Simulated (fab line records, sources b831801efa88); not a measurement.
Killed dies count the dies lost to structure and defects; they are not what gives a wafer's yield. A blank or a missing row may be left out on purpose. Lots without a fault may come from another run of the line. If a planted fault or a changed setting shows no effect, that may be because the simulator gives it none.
A struck lot beside a sound one | flow sky130 | 43 out of 708 route steps
Sound: wafers L663.4, L663.5, L663.6. Wafers struck: L678.1, L678.2, L678.6. At the end, the cause is stated.
Per side, at each step with rows, come the tool, then ch with its chambers, and then its first start. Under that, the readings that differ: sound wafers | struck wafers | difference of the means | sigmas: that difference in standard deviations of wafers without a fault.
alike: a reading whose means differ by less than 2 such deviations, as well as words and numbers matching on both sides. not compared: withheld readings; readings where some wafer has no value; bounds like >300 that might hide an equal value; numbers whose values overlap and for which the record gives no deviation.
The two part at a step that has a row with sigmas, a row that says differs or no value, or rows on one side only. When numbers do not overlap yet have no deviation, they are printed without sigmas and do not part them. A reading missing from all wafers of one side parts the sides only when that side holds two or more wafers.

SKY_LI_CONTACT_OVL_MEAS_13:
  sound on overlay-02, day 30 11:22; struck on overlay-01, day 34 19:14
  alike: LI_CONTACT_OVL
then, 2 steps without rows for these wafers: SKY_LI_CONTACT_ETCH_14 (etches BARC in N2/H2, stops on SiO2, time 45.9 s, target depth 60 nm); SKY_LI_CONTACT_ETCH_15 (etches PSG in C4F8/O2/Ar, stops on Si, target depth 600 nm).
SKY_LI_CONTACT_STRIP_16: strips in O2/N2.
  sound on plasma_asher-04 ch 0,1, day 30 11:32; struck on plasma_asher-04 ch 0,1, day 34 19:25
  alike: chamber_pressure_mTorr, drypump_motor_current_A, oes_product_au, strip_time_to_endpoint_s
  not compared: rf_hours_counter_h
then, 2 steps without rows for these wafers: SKY_LI_CONTACT_CLEAN_17 (cleans in NMP, time 600 s); SKY_LI_CONTACT_PRE_CLEAN_18 (time 5.6 s).
SKY_LI_CONTACT_SPUTTER_19: material Ti, target thk 20 nm, time 106.37 s.
  sound on pvd_sputter-03, day 30 11:48; struck on pvd_sputter-01, day 34 19:42
  alike: throttle_valve_pct
SKY_LI_CONTACT_SPUTTER_20: material TiN, target thk 20 nm, time 80 s.
  sound on pvd_sputter-03, day 30 11:53; struck on pvd_sputter-01, day 34 19:47
  alike: throttle_valve_pct
then, 1 step without rows for these wafers: SKY_LI_CONTACT_CVD_21 (deposits W, target thk 400 nm, time 120.56 s).
SKY_LI_CONTACT_RS_MEAS_22: measurement is done with a four-point probe.
  sound on film_metro-01, day 30 12:07; struck on film_metro-03, day 34 19:58
  alike: LI_CONTACT_W_RS
SKY_LI_CONTACT_THK_MEAS_23: measures by xrf.
  sound on film_metro-01, day 30 12:13; struck on film_metro-03, day 34 20:05
  alike: LI_CONTACT_W_THK
then, 1 step without rows for these wafers: SKY_LI_CONTACT_CMP_24 (polishes, stops on PSG, t overpolish 20 s, target thk 0 nm).
SKY_LOCAL_INTERCONNECT_SPUTTER_00: material TiN, target thk 100 nm, time 83.3 s.
  sound on pvd_sputter-03, day 30 12:32; struck on pvd_sputter-02, day 34 20:26
  alike: throttle_valve_pct
SKY_LOCAL_INTERCONNECT_RS_MEAS_01: measurement is done with a four-point probe.
  sound on film_metro-01, day 30 12:40; struck on film_metro-04, day 34 20:31
  alike: LOCAL_INTERCONNECT_TIN_RS
SKY_LOCAL_INTERCONNECT_THK_MEAS_02: measures by xrf.
  sound on film_metro-01, day 30 12:46; struck on film_metro-04, day 34 20:38
  alike: LOCAL_INTERCONNECT_TIN_THK
then, 8 steps without rows for these wafers: SKY_LOCAL_INTERCONNECT_DEHYDRATE_03 (time 60 s); SKY_LOCAL_INTERCONNECT_HMDS_04 (prime time 60 s); SKY_LOCAL_INTERCONNECT_COAT_05 (resist thk 60 nm); SKY_LOCAL_INTERCONNECT_COAT_06 (resist thk 450 nm); SKY_LOCAL_INTERCONNECT_SOFTBAKE_07 (time 90 s); SKY_LOCAL_INTERCONNECT_EXPOSE_08 (exposes mask LI1M, target cd 170 nm); SKY_LOCAL_INTERCONNECT_PEB_09; SKY_LOCAL_INTERCONNECT_DEVELOP_10 (develop time 60 s).
SKY_LOCAL_INTERCONNECT_CD_MEAS_11: the cd target is 170 nm.
  sound on cd_sem-01, day 31 16:07; struck on cd_sem-01, day 35 22:37
  alike: cd_nm
SKY_LOCAL_INTERCONNECT_OVL_MEAS_12:
  sound on overlay-01, day 31 16:12; struck on overlay-02, day 35 22:44
  alike: LOCAL_INTERCONNECT_OVL
then, 2 steps without rows for these wafers: SKY_LOCAL_INTERCONNECT_ETCH_13 (etches BARC in N2/H2, stops on SiO2, time 45.9 s, target depth 60 nm); SKY_LOCAL_INTERCONNECT_METAL_ETCH_14 (etches TiN in Cl2/BCl3, stops on PSG, target depth 110 nm, time 31.4 s).
SKY_LOCAL_INTERCONNECT_STRIP_15: strips in O2/N2.
  sound on plasma_asher-03 ch 0,1, day 31 16:22; struck on plasma_asher-02 ch 0,1, day 35 22:53
  alike: chamber_pressure_mTorr, drypump_motor_current_A, oes_product_au, strip_time_to_endpoint_s
  not compared: rf_hours_counter_h
then, 3 steps without rows for these wafers: SKY_LOCAL_INTERCONNECT_STRIP_16 (strips in post etch residue remover, time 1200 s); SKY_LOCAL_INTERCONNECT_CLEAN_17 (cleans in IPA, time 180 s); SKY_LOCAL_INTERCONNECT_CLEAN_18 (cleans in O3/DIW).
SKY_CONTACT_CVD_00: deposits Si3N4, target thk 75 nm.
  sound on pecvd-04 ch 0,1,2, day 31 16:56; struck on pecvd-04 ch 0,1,2, day 35 23:35
  alike: heater_power_w
SKY_CONTACT_THK_MEAS_01:
  sound on film_metro-04, day 31 16:59; struck on film_metro-04, day 35 23:37
  alike: CONTACT_CVD_00_THK
then, 1 step without rows for these wafers: SKY_CONTACT_HDPCVD_02 (deposits SiO2, target thk 565 nm, time 94.2 s).
SKY_CONTACT_THK_MEAS_03:
  sound on film_metro-04, day 31 17:07; struck on film_metro-03, day 35 23:45
  alike: CONTACT_HDPCVD_THK
then, 1 step without rows for these wafers: SKY_CONTACT_CMP_04 (polishes SiO2).
SKY_CONTACT_BOW_MEAS_05:
  sound on film_metro-02, day 31 17:36; struck on film_metro-04, day 36 00:07
  alike: CONTACT_BOW
then, 5 steps without rows for these wafers: SKY_CONTACT_DEHYDRATE_06 (time 60 s); SKY_CONTACT_HMDS_07 (prime time 60 s); SKY_CONTACT_COAT_08 (resist thk 60 nm); SKY_CONTACT_COAT_09 (resist thk 450 nm); SKY_CONTACT_SOFTBAKE_10 (time 90 s).
-- the record jumps here: 14 days lie between the struck wafers' starts before and after (it left off in module CONTACT and takes up again in module PAD_OPEN, whose first step shown is number 708 of the route) --
SKY_PAD_OPEN_PROBE_99:
  sound on prober-01, day 46 21:41; struck on prober-02, day 49 19:02
  reading            | sound    | struck      | difference | sigmas
  killed_at_contacts | 21 14 25 | 82 63 57    | +47        | +8
  killed_dies        | 82 75 78 | 144 121 125 | +52        | +5
  killed_on_rim      | 17 17 18 | 22 23 33    | +9         | +2
  alike: killed_at_M0_to_M3, killed_at_M4_up, killed_at_front_end, killed_at_other, killed_open, killed_short

WHERE THEY PART
Only at SKY_PAD_OPEN_PROBE_99, as far as this record shows.

WHY: what the simulator had put in
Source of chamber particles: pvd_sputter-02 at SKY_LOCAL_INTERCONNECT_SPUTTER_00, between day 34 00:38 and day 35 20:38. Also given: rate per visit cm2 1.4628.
